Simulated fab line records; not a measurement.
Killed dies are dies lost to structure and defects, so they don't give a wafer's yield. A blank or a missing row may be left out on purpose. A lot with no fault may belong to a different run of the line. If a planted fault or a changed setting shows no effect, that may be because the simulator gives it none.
Comparing a struck lot with a sound one    flow sky130    23 out of 708 route steps
Sound: the wafers L871.1, L871.2, L871.5. Wafers L886.2, L886.3 were the ones struck. The cause comes at the end.
At each step with rows: each side's tool, then ch and its chambers, then its first start. Under that, the readings that differ: sound wafers    struck wafers    difference of the means    sigmas: that difference in standard deviations of wafers without a fault.
alike: words and numbers the same on both sides, and readings whose means are apart by under 2 such deviations; not compared: readings that were withheld, readings missing a value for some wafer, numbers with overlapping values and no deviation given by the record, and bounds like >300 which may hide the same value.
Wherever a step has rows on one side only, a row that says differs or no value, or a row with sigmas, the two part there. When numbers do not overlap yet have no deviation, they are printed without sigmas and do not part them. Lack of a reading on every wafer of one side parts them only where that side has two or more wafers.

first, 1 step without rows for these wafers: SKY_CAP2M_DEVELOP_11 (develop time 60 s).
SKY_CAP2M_OVL_MEAS_12:
  sound on overlay-02, day 41 13:10; struck on overlay-01, day 45 14:47
  alike: CAP2M_OVL
SKY_CAP2M_METAL_ETCH_13: etches TiN in Cl2/BCl3, stops on SiO2, target depth 220 nm, time 62.9 s.
  sound on rie-metal-03 ch 0,1, day 41 13:12; struck on rie-metal-02 ch 0, day 45 14:49
  alike: drypump-motor-current-A, oes-product-au, rf-fwd-power-W, throttle-valve-pct
  not compared: rf-hours-counter-h
SKY_CAP2M_STRIP_14: strips in O2/N2.
  sound on plasma-asher-02 ch 0,1, day 41 13:16; struck on plasma-asher-02 ch 0, day 45 14:54
reading                       sound              struck       difference  sigmas
oes-product-au (a.u.)         0.707 0.710 0.703  0.714 0.716  +0.008      +2
strip-time-to-endpoint-s (s)  12.71 12.72 12.67  12.60 12.59  -0.11       -2
  alike: drypump-motor-current-A
  not compared: rf-hours-counter-h
then, 8 steps without rows for these wafers: SKY_CAP2M_STRIP_15 (strips in post etch residue remover, time 1200 s); SKY_CAP2M_CLEAN_16 (cleans in IPA, time 180 s); SKY_CAP2M_CLEAN_17 (cleans in O3/DIW); SKY_METAL4_DEHYDRATE_05 (time 60 s); SKY_METAL4_HMDS_06 (prime time 60 s); SKY_METAL4_COAT_07 (resist thk 60 nm); SKY_METAL4_COAT_08 (resist thk 1140 nm); SKY_METAL4_SOFTBAKE_09 (time 90 s).
SKY_METAL4_EXPOSE_10: exposes mask MM4, target cd 300 nm.
  sound on krf-scanner-01 ch 0, day 42 01:29; struck on krf-scanner-02 ch 0, day 46 02:21
  alike: mask, focus-offset-nm
then, 2 steps without rows for these wafers: SKY_METAL4_PEB_11; SKY_METAL4_DEVELOP_12 (develop time 60 s).
SKY_METAL4_CD_MEAS_13 targets a cd of 300 nm.
  sound on cd-sem-01, day 42 12:43; struck on cd-sem-01, day 46 12:04
reading     sound              struck       difference  sigmas
cd-nm (nm)  300.0 299.2 302.5  212.9 211.4  -88.4       -63
SKY_METAL4_OVL_MEAS_14:
  sound on overlay-02, day 42 12:50; struck on overlay-02, day 46 12:11
  alike: METAL4_OVL
SKY_METAL4_DESCUM_15: chemistry O2, time 8 s.
  sound on rie-metal-02 ch 0,1, day 42 12:53; struck on rie-metal-02 ch 0, day 46 12:13
reading                  sound              struck       difference  sigmas
model.METAL4.cd-nm (nm)  299.5 299.1 302.5  212.5 211.2  -88.5       
  alike: drypump-motor-current-A, oes-product-au, rf-fwd-power-W
  not compared: rf-hours-counter-h
SKY_METAL4_ETCH_16: etches BARC in N2/H2, stops on SiO2, time 88.2 s, target depth 60 nm.
  sound on rie-metal-02 ch 0,1, day 42 12:55; struck on rie-metal-02 ch 0, day 46 12:14
  alike: drypump-motor-current-A, oes-product-au, rf-fwd-power-W, throttle-valve-pct
  not compared: rf-hours-counter-h
SKY_METAL4_ETCH_17: etches SiO2 in C4F8/O2/Ar, stops on TiN, time 3.9 s, target depth 15 nm.
  sound on rie-diel-04 ch 1,2,3, day 42 13:01; struck on rie-diel-04 ch 0,1, day 46 12:20
  alike: oes-product-au, rf-fwd-power-W
  not compared: rf-hours-counter-h
SKY_METAL4_METAL_ETCH_18: etches the open film in Cl2/BCl3, stops on SiO2, target depth 845 nm, time 183.1 s.
  sound on rie-metal-01 ch 1, day 42 13:02; struck on rie-metal-01 ch 0, day 46 12:22
reading                  sound              struck       difference  sigmas
oes-product-au (a.u.)    0.874 0.873 0.868  0.861 0.849  -0.017      -3
model.METAL4.cd-nm (nm)  296.2 298.3 300    207.2 205.7  -91.7       
  alike: drypump-motor-current-A, rf-fwd-power-W, throttle-valve-pct
  not compared: rf-hours-counter-h
SKY_METAL4_STRIP_19: strips in O2/N2.
  sound on plasma-asher-01 ch 0,1, day 42 13:23; struck on plasma-asher-03 ch 0,1, day 46 12:32
  alike: drypump-motor-current-A, oes-product-au, strip-time-to-endpoint-s
  not compared: rf-hours-counter-h
-- the record jumps here: 3 days lie between the struck wafers' starts before and after (it left off in module METAL4 and takes up again in module PAD_OPEN, whose first step shown is number 708 of the route) --
SKY_PAD_OPEN_PROBE_99:
  sound on prober-01, day 46 10:52; struck on prober-02, day 49 21:35
reading                   sound           struck     difference  sigmas
defect-limited-yield (%)  83.9 82.5 82.9  0 0        -83         -42
killed_at_M4_up           6 5 4           392 415    +398        +99 or more
killed-dies               79 86 84        492 492    +409        +41
killed-on-rim             14 10 16        96 96      +83         +20
killed-open               35 48 48        69 49      +15         +2
sort_bin_5_function (%)   9.6 10.8 10.2   92.9 93.5  +83.0       +55
sort-n-pass               413 406 408     0 0        -409        -41
sort-yield-pct (%)        83.9 82.5 82.9  0 0        -83         -42
  alike: killed_at_M0_to_M3, killed-at-contacts, killed-at-front-end, killed-at-other, killed-short, sort_bin_3_pad_short, sort_bin_6_memory

## WHERE THEY PART
Last at SKY_PAD_OPEN_PROBE_99 as far as this record goes, first at SKY_CAP2M_STRIP_14.

WHY: whatever the simulator had introduced
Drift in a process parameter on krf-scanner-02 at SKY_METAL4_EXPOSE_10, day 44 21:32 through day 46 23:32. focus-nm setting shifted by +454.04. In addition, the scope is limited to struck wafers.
